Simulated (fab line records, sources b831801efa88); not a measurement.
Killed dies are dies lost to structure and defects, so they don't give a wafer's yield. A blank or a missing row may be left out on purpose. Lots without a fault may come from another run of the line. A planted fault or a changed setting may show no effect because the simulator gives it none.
Tool commonality check | flow gf180mcu | 13 lots, 45 wafers sampled

WHY IT WAS OPENED
At GF_NWELL_TW_MEAS_11 the reading NWELL_TW is flagged on 2 of 13 lots. Wafers without a fault read 1574, standard deviation 13.
Rule: a lot is flagged when every wafer of it that has a number lies more than 4 standard deviations from that mean, or none has a number. The other lots count as sound.

lot  | measured    | on            | NWELL_TW, wafer by wafer      | flag
L117 | day 3 08:18 | film_metro-04 | 1567 1571 1586                |
L118 | day 3 13:51 | film_metro-03 | 1572 1571 1581                |
L119 | day 3 20:39 | film_metro-01 | 1562 1572 1559                |
L120 | day 3 23:45 | film_metro-04 | 1572 1572 1575                |
L123 | day 4 17:35 | film_metro-03 | 1584 1595 1591                |
L124 | day 5 00:25 | film_metro-03 | 1591 1599 1587                |
L130 | day 6 08:00 | film_metro-03 | 1748 1734 1742 1747 1743 1739 | FLAGGED
L131 | day 6 13:05 | film_metro-01 | 1562 1566 1569                |
L132 | day 6 18:21 | film_metro-04 | 1713 1719 1709 1702 1712 1706 | FLAGGED
L135 | day 7 11:53 | film_metro-03 | 1581 1585 1575                |
L137 | day 7 23:29 | film_metro-01 | 1562 1562 1570                |
L138 | day 8 03:39 | film_metro-04 | 1555 1548 1566                |
L140 | day 8 16:48 | film_metro-04 | 1569 1567 1570                |
The numbers of the flagged lots are 1726 on average: +152 against the usual, or +12 standard deviations.

WHICH TOOL RAN EACH LOT
The record holds 1 process step before the reading, out of a route of 602 steps. In each cell: the tool, then ch and the chambers that the sampled wafers went through, then the start.
lot  | flag    | GF_NWELL_IMPLANT_08
L117 |         | implanter-04 ch 0, day 3 07:55
L118 |         | implanter-03 ch 0, day 3 13:27
L119 |         | implanter-04 ch 0, day 3 20:17
L120 |         | implanter-03 ch 0, day 3 23:23
L123 |         | implanter-03 ch 0, day 4 17:11
L124 |         | implanter-01 ch 0, day 5 00:02
L130 | FLAGGED | implanter-03 ch 0, day 6 07:36
L131 |         | implanter-04 ch 0, day 6 12:41
L132 | FLAGGED | implanter-03 ch 0, day 6 17:57
L135 |         | implanter-04 ch 0, day 7 11:29
L137 |         | implanter-04 ch 0, day 7 23:05
L138 |         | implanter-04 ch 0, day 8 03:16
L140 |         | implanter-01 ch 0, day 8 16:25
What these steps do:
- GF_NWELL_IMPLANT_08
- GF_NWELL_TW_MEAS_11

FLAGGED OVER TOTAL, TOOL BY TOOL (the gauges that took the reading come last)
step                | tool          | lots run | flagged | share of the flagged lots | sound lots run after its first flagged lot
GF_NWELL_IMPLANT_08 | implanter-01  | 2        | 0       | none                      | -
GF_NWELL_IMPLANT_08 | implanter-03  | 5        | 2       | all                       | 0
GF_NWELL_IMPLANT_08 | implanter-04  | 6        | 0       | none                      | -
GF_NWELL_TW_MEAS_11 | film_metro-01 | 3        | 0       | none                      | -
GF_NWELL_TW_MEAS_11 | film_metro-03 | 5        | 1       | some                      | 1 (L135)
GF_NWELL_TW_MEAS_11 | film_metro-04 | 5        | 1       | some                      | 2 (L138,L140)

WHAT THE TABLE ALLOWS
1 row of the table ran every flagged lot: implanter-03 at GF_NWELL_IMPLANT_08.
- implanter-03 at GF_NWELL_IMPLANT_08: 2 of its 5 lots flagged. Its last sound lot is L123 (day 4 17:11), its first flagged lot L130 (day 6 07:36): a fault that began between those two fits. Its own readings lie more than 4 standard deviations out on every wafer of the flagged lots: tilt_deg.
One tool is left: implanter-03 at GF_NWELL_IMPLANT_08.

WHAT THE SIMULATOR HAD PUT IN
Process parameter drift: implanter-03, from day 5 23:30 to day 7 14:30, at GF_NWELL_IMPLANT_08. Setting tilt_deg, moved by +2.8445, from 0. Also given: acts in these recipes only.
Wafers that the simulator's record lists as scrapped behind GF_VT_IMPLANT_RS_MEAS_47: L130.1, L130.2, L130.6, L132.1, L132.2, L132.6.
Lots struck among those shown: L130, L132. The rule above found the same.
